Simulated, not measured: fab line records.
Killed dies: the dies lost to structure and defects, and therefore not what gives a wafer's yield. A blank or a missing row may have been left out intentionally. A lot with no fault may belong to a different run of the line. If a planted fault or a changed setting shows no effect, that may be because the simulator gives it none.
What tool caused it? :: flow gf180mcu :: 13 lots with 39 wafers sampled at 4 steps, on a route of 602 steps

== WHAT THE GAUGES READ, wafer by wafer ==
GF_VT_IMPLANT_RS_MEAS_46: a four-point-probe measurement.
lot: L695
measured: day 7 10:37
on: film_metro-04
MVSD_RS (ohm/sq): 454.8 455.6 454.8

lot: L697
measured: day 8 00:16
on: film_metro-04
MVSD_RS (ohm/sq): 460.1 460.9 460.3

lot: L699
measured: day 8 14:55
on: film_metro-02
MVSD_RS (ohm/sq): 457.8 457.1 456.7

lot: L700
measured: day 8 20:37
on: film_metro-03
MVSD_RS (ohm/sq): 457.3 456.3 457.2

lot: L701
measured: day 9 04:05
on: film_metro-02
MVSD_RS (ohm/sq): 458.0 457.2 457.7

lot: L704
measured: day 10 02:04
on: film_metro-03
MVSD_RS (ohm/sq): 457.6 459.2 457.1

lot: L705
measured: day 10 07:41
on: film_metro-03
MVSD_RS (ohm/sq): 454.9 456.6 455.7

lot: L709
measured: day 11 15:13
on: film_metro-03
MVSD_RS (ohm/sq): 457.0 457.3 456.2

lot: L712
measured: day 12 14:44
on: film_metro-04
MVSD_RS (ohm/sq): 456.0 456.2 455.5

lot: L715
measured: day 13 03:59
on: film_metro-03
MVSD_RS (ohm/sq): 456.8 455.2 456.2

lot: L716
measured: day 13 13:55
on: film_metro-03
MVSD_RS (ohm/sq): 454.9 455.8 456.2

lot: L718
measured: day 13 22:32
on: film_metro-04
MVSD_RS (ohm/sq): 457.3 457.2 457.7

lot: L717
measured: day 14 01:54
on: film_metro-04
MVSD_RS (ohm/sq): 457.2 457.4 457.6

GF_NSD_CD_MEAS_07 targets a cd of 400 nm.
lot: L695
measured: day 13 04:07
on: cd_sem-01
cd_nm (nm): 401.5 401.0 400.9

lot: L697
measured: day 13 21:43
on: cd_sem-01
cd_nm (nm): 400.5 399.2 399.4

lot: L699
measured: day 14 10:56
on: cd_sem-02
cd_nm (nm): 401.5 400.2 399.0

lot: L700
measured: day 14 19:07
on: cd_sem-01
cd_nm (nm): 400.8 397.3 399.9

lot: L701
measured: day 15 11:19
on: cd_sem-01
cd_nm (nm): 399.1 396.4 399.6

lot: L704
measured: day 16 13:10
on: cd_sem-02
cd_nm (nm): 399.7 400.2 399.0

lot: L705
measured: day 16 21:05
on: cd_sem-01
cd_nm (nm): 397.3 396.4 396.6

lot: L709
measured: day 18 14:35
on: cd_sem-02
cd_nm (nm): 401.7 403.3 399.1

lot: L712
measured: day 19 13:47
on: cd_sem-01
cd_nm (nm): 399.5 399.0 399.7

lot: L715
measured: day 20 05:29
on: cd_sem-01
cd_nm (nm): 401.0 401.1 404.6

lot: L716
measured: day 20 16:19
on: cd_sem-01
cd_nm (nm): 398.4 397.5 396.7

lot: L718
measured: day 21 02:31
on: cd_sem-01
cd_nm (nm): 402.4 403.0 401.3

lot: L717
measured: day 21 06:38
on: cd_sem-02
cd_nm (nm): 401.4 401.9 401.9

== WHAT TOOL EACH LOT RAN ON (gives the tool, then ch and the chambers of the sampled wafers, and finally the start) ==
lot: L695
GF_NWELL_EXPOSE_04: iline_stepper-02 ch 0, day 3 02:16
GF_HV_LDD_STRIP_22: plasma_asher-01 ch 0,1, day 10 16:45

lot: L697
GF_NWELL_EXPOSE_04: iline_stepper-02 ch 0, day 3 10:56
GF_HV_LDD_STRIP_22: plasma_asher-04 ch 0,1, day 11 06:15

lot: L699
GF_NWELL_EXPOSE_04: iline_stepper-01 ch 0, day 4 01:04
GF_HV_LDD_STRIP_22: plasma_asher-03 ch 0,1, day 11 20:27

lot: L700
GF_NWELL_EXPOSE_04: iline_stepper-02 ch 0, day 4 03:28
GF_HV_LDD_STRIP_22: plasma_asher-01 ch 0,1, day 12 03:24

lot: L701
GF_NWELL_EXPOSE_04: iline_stepper-01 ch 0, day 4 09:49
GF_HV_LDD_STRIP_22: plasma_asher-03 ch 0, day 12 18:42

lot: L704
GF_NWELL_EXPOSE_04: iline_stepper-01 ch 0, day 5 03:37
GF_HV_LDD_STRIP_22: plasma_asher-04 ch 0,1, day 13 16:51

lot: L705
GF_NWELL_EXPOSE_04: iline_stepper-01 ch 0, day 5 08:04
GF_HV_LDD_STRIP_22: plasma_asher-04 ch 0,1, day 13 23:41

lot: L709
GF_NWELL_EXPOSE_04: iline_stepper-01 ch 0, day 6 07:50
GF_HV_LDD_STRIP_22: plasma_asher-04 ch 0,1, day 15 13:47

lot: L712
GF_NWELL_EXPOSE_04: iline_stepper-02 ch 0, day 7 01:42
GF_HV_LDD_STRIP_22: plasma_asher-03 ch 0,1, day 16 12:38

lot: L715
GF_NWELL_EXPOSE_04: iline_stepper-02 ch 0, day 7 11:58
GF_HV_LDD_STRIP_22: plasma_asher-01 ch 0,1, day 17 03:26

lot: L716
GF_NWELL_EXPOSE_04: iline_stepper-01 ch 0, day 7 20:02
GF_HV_LDD_STRIP_22: plasma_asher-01 ch 0,1, day 17 12:50

lot: L718
GF_NWELL_EXPOSE_04: iline_stepper-01 ch 0, day 8 04:00
GF_HV_LDD_STRIP_22: plasma_asher-01 ch 1, day 18 00:06

lot: L717
GF_NWELL_EXPOSE_04: iline_stepper-02 ch 0, day 8 05:49
GF_HV_LDD_STRIP_22: plasma_asher-03 ch 0,1, day 18 01:23
- GF_NWELL_EXPOSE_04: exposes mask Nwell, target cd 860 nm.
- GF_HV_LDD_STRIP_22: strips in O2/N2.

== WHAT THE TOOLS THEMSELVES READ (means of the sampled wafers that have a number; where no wafer has one, the mark that the record gives instead) ==
GF_HV_LDD_STRIP_22.
lot: L695
tool: plasma_asher-01
drypump_motor_current_A (A): 5.89
heater_power_w (W): 341
o2_flow_sccm (sccm): 3008
oes_product_au (a.u.): 0.712
strip_time_to_endpoint_s (s): 12.66

lot: L697
tool: plasma_asher-04
drypump_motor_current_A (A): 5.75
heater_power_w (W): 319
o2_flow_sccm (sccm): 3005
oes_product_au (a.u.): 0.713
strip_time_to_endpoint_s (s): 12.64

lot: L699
tool: plasma_asher-03
drypump_motor_current_A (A): 6.34
heater_power_w (W): 298
o2_flow_sccm (sccm): 3008
oes_product_au (a.u.): 0.716
strip_time_to_endpoint_s (s): 12.60

lot: L700
tool: plasma_asher-01
drypump_motor_current_A (A): 5.89
heater_power_w (W): 342
o2_flow_sccm (sccm): 3001
oes_product_au (a.u.): 0.716
strip_time_to_endpoint_s (s): 12.62

lot: L701
tool: plasma_asher-03
drypump_motor_current_A (A): 6.17
heater_power_w (W): 333
o2_flow_sccm (sccm): 3000
oes_product_au (a.u.): 0.710
strip_time_to_endpoint_s (s): 12.67

lot: L704
tool: plasma_asher-04
drypump_motor_current_A (A): 5.71
heater_power_w (W): 314
o2_flow_sccm (sccm): 3002
oes_product_au (a.u.): 0.717
strip_time_to_endpoint_s (s): 12.63

lot: L705
tool: plasma_asher-04
drypump_motor_current_A (A): 5.99
heater_power_w (W): 321
o2_flow_sccm (sccm): 3000
oes_product_au (a.u.): 0.714
strip_time_to_endpoint_s (s): 12.68

lot: L709
tool: plasma_asher-04
drypump_motor_current_A (A): 5.95
heater_power_w (W): 334
o2_flow_sccm (sccm): 2999
oes_product_au (a.u.): 0.718
strip_time_to_endpoint_s (s): 12.62

lot: L712
tool: plasma_asher-03
drypump_motor_current_A (A): 6.22
heater_power_w (W): 316
o2_flow_sccm (sccm): 3009
oes_product_au (a.u.): 0.715
strip_time_to_endpoint_s (s): 12.61

lot: L715
tool: plasma_asher-01
drypump_motor_current_A (A): 5.83
heater_power_w (W): 350
o2_flow_sccm (sccm): 2994
oes_product_au (a.u.): 0.711
strip_time_to_endpoint_s (s): 12.55

lot: L716
tool: plasma_asher-01
drypump_motor_current_A (A): 5.84
heater_power_w (W): 349
o2_flow_sccm (sccm): 3004
oes_product_au (a.u.): 0.716
strip_time_to_endpoint_s (s): 12.68

lot: L718
tool: plasma_asher-01
drypump_motor_current_A (A): 5.95
heater_power_w (W): 319
o2_flow_sccm (sccm): 3016
oes_product_au (a.u.): 0.719
strip_time_to_endpoint_s (s): 12.61

lot: L717
tool: plasma_asher-03
drypump_motor_current_A (A): 6.24
heater_power_w (W): 319
o2_flow_sccm (sccm): 3000
oes_product_au (a.u.): 0.716
strip_time_to_endpoint_s (s): 12.68

== THE ANSWER, worked out from the rows above alone ==
Rule: the lots themselves supply what counts as usual. The widest of any qualifying gaps counts: lots, ordered by their means at a reading, are off when they make up no more than a third of the lots, leave a main group of 4 or more, and stand apart from it by 3 or more times the standard deviation of that group's means. The tables above print the reading to a certain number of digits; a main group whose means all agree to those digits is not used. Also off: a lot with no number at a reading for which 4 or more lots have one. All remaining lots with rows at the step are treated as sound. The gauges are gone through in route order, then the tools' own readings, and for those a lot's mean is taken as printed above. At the first step where some lot is off, the reading lying furthest off is the one used; lots without a number count as furthest.
No lot is off at any reading shown: from this, nothing can be told.

== WHAT HAD BEEN PUT IN BY THE SIMULATOR ==
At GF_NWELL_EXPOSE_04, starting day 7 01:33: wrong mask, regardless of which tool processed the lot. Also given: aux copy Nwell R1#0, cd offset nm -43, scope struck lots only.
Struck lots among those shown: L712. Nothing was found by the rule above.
